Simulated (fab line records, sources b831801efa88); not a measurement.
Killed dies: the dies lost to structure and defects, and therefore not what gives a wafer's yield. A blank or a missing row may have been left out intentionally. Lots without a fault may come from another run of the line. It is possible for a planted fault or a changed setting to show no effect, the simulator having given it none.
Lot-split experiment :: flow sky130 :: on a route of 708 steps: 5 lots, 23 wafers read

== THE SPLIT ==
At SKY_POLY_GATE_COAT_08 (resist thk 450 nm), the setting spinRpm was moved away from the recipe's 3000 rpm on 6 of the 23 wafers read, by -5.2% to -4.0%. The other wafers ran this setting at the recipe's value.

== FROM THE SPLIT TO THE READING: what the file shows between them, 3 steps ==
- SKY_POLY_GATE_DEVELOP_12: develop time 60 s (also split here: developTimeS)
- SKY_POLY_GATE_ETCH_15: etches BARC in N2/H2, stops on SiO2, time 118.5 s, target depth 110 nm
- SKY_POLY_GATE_ETCH_16: etches Si3N4 in CH3F/O2, stops on poly-Si, time 147.5 s, target depth 75 nm

== THE READING ==
KrF-thick_of_POLY_GATE_COAT_08.thkNm (the simulator's own value, which no gauge read), in nm, at SKY_POLY_GATE_ETCH_17 (etches poly-Si in HBr/Cl2, stops on SiO2, target depth 180 nm, time 70.5 s). No usual value for it is given in the file. Here, 17 wafers ran the recipe; their average is 139.0 nm with a standard deviation of 2.5 nm.

wafer: L077.1
tool, chamber at the split: lithoTrack-01, 0
spinRpm as run, rpm: 2846
against the recipe: -5.1%
KrF-thick_of_POLY_GATE_COAT_08.thkNm, nm: 150.4
against lot-mates on the recipe: +12.9

wafer: L077.2
tool, chamber at the split: lithoTrack-01, 0
spinRpm as run, rpm: 3000
against the recipe: recipe
KrF-thick_of_POLY_GATE_COAT_08.thkNm, nm: 137.3
against lot-mates on the recipe: -

wafer: L077.3
tool, chamber at the split: lithoTrack-01, 0
spinRpm as run, rpm: 3000
against the recipe: recipe
KrF-thick_of_POLY_GATE_COAT_08.thkNm, nm: 135.1
against lot-mates on the recipe: -

wafer: L077.4
tool, chamber at the split: lithoTrack-01, 0
spinRpm as run, rpm: 3000
against the recipe: recipe
KrF-thick_of_POLY_GATE_COAT_08.thkNm, nm: 140.2
against lot-mates on the recipe: -

wafer: L077.6
tool, chamber at the split: lithoTrack-01, 0
spinRpm as run, rpm: 2846
against the recipe: -5.1%
KrF-thick_of_POLY_GATE_COAT_08.thkNm, nm: 151.3
against lot-mates on the recipe: +13.8

wafer: L078.2
tool, chamber at the split: lithoTrack-04, 0
spinRpm as run, rpm: 2844
against the recipe: -5.2%
KrF-thick_of_POLY_GATE_COAT_08.thkNm, nm: 148.1
against lot-mates on the recipe: +10.8

wafer: L078.3
tool, chamber at the split: lithoTrack-04, 0
spinRpm as run, rpm: 2844
against the recipe: -5.2%
KrF-thick_of_POLY_GATE_COAT_08.thkNm, nm: 153.1
against lot-mates on the recipe: +15.8

wafer: L078.4
tool, chamber at the split: lithoTrack-04, 0
spinRpm as run, rpm: 3000
against the recipe: recipe
KrF-thick_of_POLY_GATE_COAT_08.thkNm, nm: 134.1
against lot-mates on the recipe: -

wafer: L078.5
tool, chamber at the split: lithoTrack-04, 0
spinRpm as run, rpm: 3000
against the recipe: recipe
KrF-thick_of_POLY_GATE_COAT_08.thkNm, nm: 137.4
against lot-mates on the recipe: -

wafer: L078.6
tool, chamber at the split: lithoTrack-04, 0
spinRpm as run, rpm: 3000
against the recipe: recipe
KrF-thick_of_POLY_GATE_COAT_08.thkNm, nm: 140.4
against lot-mates on the recipe: -

wafer: L080.2
tool, chamber at the split: lithoTrack-01, 0
spinRpm as run, rpm: 3000
against the recipe: recipe
KrF-thick_of_POLY_GATE_COAT_08.thkNm, nm: 141.9
against lot-mates on the recipe: -

wafer: L080.4
tool, chamber at the split: lithoTrack-01, 0
spinRpm as run, rpm: 3000
against the recipe: recipe
KrF-thick_of_POLY_GATE_COAT_08.thkNm, nm: 136.7
against lot-mates on the recipe: -

wafer: L080.5
tool, chamber at the split: lithoTrack-01, 0
spinRpm as run, rpm: 3000
against the recipe: recipe
KrF-thick_of_POLY_GATE_COAT_08.thkNm, nm: 142.4
against lot-mates on the recipe: -

wafer: L083.1
tool, chamber at the split: lithoTrack-01, 0
spinRpm as run, rpm: 3000
against the recipe: recipe
KrF-thick_of_POLY_GATE_COAT_08.thkNm, nm: 139.5
against lot-mates on the recipe: -

wafer: L083.2
tool, chamber at the split: lithoTrack-01, 0
spinRpm as run, rpm: 3000
against the recipe: recipe
KrF-thick_of_POLY_GATE_COAT_08.thkNm, nm: 142.9
against lot-mates on the recipe: -

wafer: L083.3
tool, chamber at the split: lithoTrack-01, 0
spinRpm as run, rpm: 3000
against the recipe: recipe
KrF-thick_of_POLY_GATE_COAT_08.thkNm, nm: 139.1
against lot-mates on the recipe: -

wafer: L083.4
tool, chamber at the split: lithoTrack-01, 0
spinRpm as run, rpm: 3000
against the recipe: recipe
KrF-thick_of_POLY_GATE_COAT_08.thkNm, nm: 138.7
against lot-mates on the recipe: -

wafer: L083.5
tool, chamber at the split: lithoTrack-01, 0
spinRpm as run, rpm: 3000
against the recipe: recipe
KrF-thick_of_POLY_GATE_COAT_08.thkNm, nm: 138.2
against lot-mates on the recipe: -

wafer: L084.1
tool, chamber at the split: lithoTrack-01, 0
spinRpm as run, rpm: 3000
against the recipe: recipe
KrF-thick_of_POLY_GATE_COAT_08.thkNm, nm: 137.5
against lot-mates on the recipe: -

wafer: L084.2
tool, chamber at the split: lithoTrack-01, 0
spinRpm as run, rpm: 2881
against the recipe: -4.0%
KrF-thick_of_POLY_GATE_COAT_08.thkNm, nm: 151.9
against lot-mates on the recipe: +12.4

wafer: L084.3
tool, chamber at the split: lithoTrack-01, 0
spinRpm as run, rpm: 3000
against the recipe: recipe
KrF-thick_of_POLY_GATE_COAT_08.thkNm, nm: 142.5
against lot-mates on the recipe: -

wafer: L084.4
tool, chamber at the split: lithoTrack-01, 0
spinRpm as run, rpm: 2881
against the recipe: -4.0%
KrF-thick_of_POLY_GATE_COAT_08.thkNm, nm: 149.3
against lot-mates on the recipe: +9.8

wafer: L084.6
tool, chamber at the split: lithoTrack-01, 0
spinRpm as run, rpm: 3000
against the recipe: recipe
KrF-thick_of_POLY_GATE_COAT_08.thkNm, nm: 138.4
against lot-mates on the recipe: -

THE FIT
A straight line over all 23 wafers: KrF-thick_of_POLY_GATE_COAT_08.thkNm changes by -2.42 nm for each +1% of spinRpm; r = -0.91; the points scatter about the line by 2.5 nm.
The same after taking each lot's own level away (the mean of its wafers on the recipe; 23 wafers): -2.62 nm for each +1%; r = -0.94; scatter 2.2 nm.
That fit puts the effect of the largest move of spinRpm on the reading at 14 nm.
From 137.30 to 140.33 nm: that is the span of the lots' own levels, equal to 1.2 times the standard deviation above.
The two slopes agree, so the slope changes little with the lot-to-lot level.
Check: with one of the wafers moved furthest among these (-5.2%) left out of the fit, the line predicts +14.4 nm for it against its lot-mates. Against them it came out at +10.8 nm.

== THE OTHER SPLITS THESE WAFERS WENT THROUGH ==
Before the reading, these wafers also passed through other splits. Each is held against what the fit with the lots' levels taken away leaves over:
other split on the same wafers: SKY_SONOS_ONO_CVD_04 tempC
wafers away from the commonest value: 18
r with KrF-thick_of_POLY_GATE_COAT_08.thkNm (lot level and that fit taken away): +0.06

other split on the same wafers: SKY_GATE_OXIDE_COAT_05 spinRpm
wafers away from the commonest value: 8
r with KrF-thick_of_POLY_GATE_COAT_08.thkNm (lot level and that fit taken away): +0.03

other split on the same wafers: SKY_GATE_OXIDE_DEVELOP_09 devTempC
wafers away from the commonest value: 8
r with KrF-thick_of_POLY_GATE_COAT_08.thkNm (lot level and that fit taken away): +0.07

other split on the same wafers: SKY_RES_PROTECT_COAT_02 spinRpm
wafers away from the commonest value: 11
r with KrF-thick_of_POLY_GATE_COAT_08.thkNm (lot level and that fit taken away): -0.31

other split on the same wafers: SKY_POLY_GATE_IMPLANT_02 doseCm2
wafers away from the commonest value: 8
r with KrF-thick_of_POLY_GATE_COAT_08.thkNm (lot level and that fit taken away): -0.05

other split on the same wafers: SKY_POLY_GATE_DEVELOP_12 developTimeS
wafers away from the commonest value: 5
r with KrF-thick_of_POLY_GATE_COAT_08.thkNm (lot level and that fit taken away): -0.03

== THE WHOLE CHAIN: every reading that the file lists as answering this split, in the file's order ==
step: SKY_POLY_GATE_COAT_08
what it does: resist thk 450 nm
reading: KrF-thick_of_POLY_GATE_COAT_08.thkNm (the simulator's own value, which no gauge read)
change (the file's fit): -2.39 nm for each +1% of the setting
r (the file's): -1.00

step: SKY_POLY_GATE_ETCH_16
what it does: etches Si3N4 in CH3F/O2, stops on poly-Si, time 147.5 s, target depth 75 nm
reading: KrF-thick_of_POLY_GATE_COAT_08.thkNm (the simulator's own value, which no gauge read)
change (the file's fit): -2.47 nm for each +1% of the setting
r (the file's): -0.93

step: SKY_POLY_GATE_ETCH_17
what it does: etches poly-Si in HBr/Cl2, stops on SiO2, target depth 180 nm, time 70.5 s
reading: KrF-thick_of_POLY_GATE_COAT_08.thkNm (the simulator's own value, which no gauge read)
change (the file's fit): -2.63 nm for each +1% of the setting
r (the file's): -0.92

step: SKY_POLY_GATE_STRIP_18
what it does: strips in O2/N2
reading: stripTimeToEndpointS
change (the file's fit): withheld for each +1% of the setting
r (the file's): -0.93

== THE FILE'S OWN FIT ==
KrF-thick_of_POLY_GATE_COAT_08.thkNm changes by -2.63 nm for each +1% of spinRpm, r = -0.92.
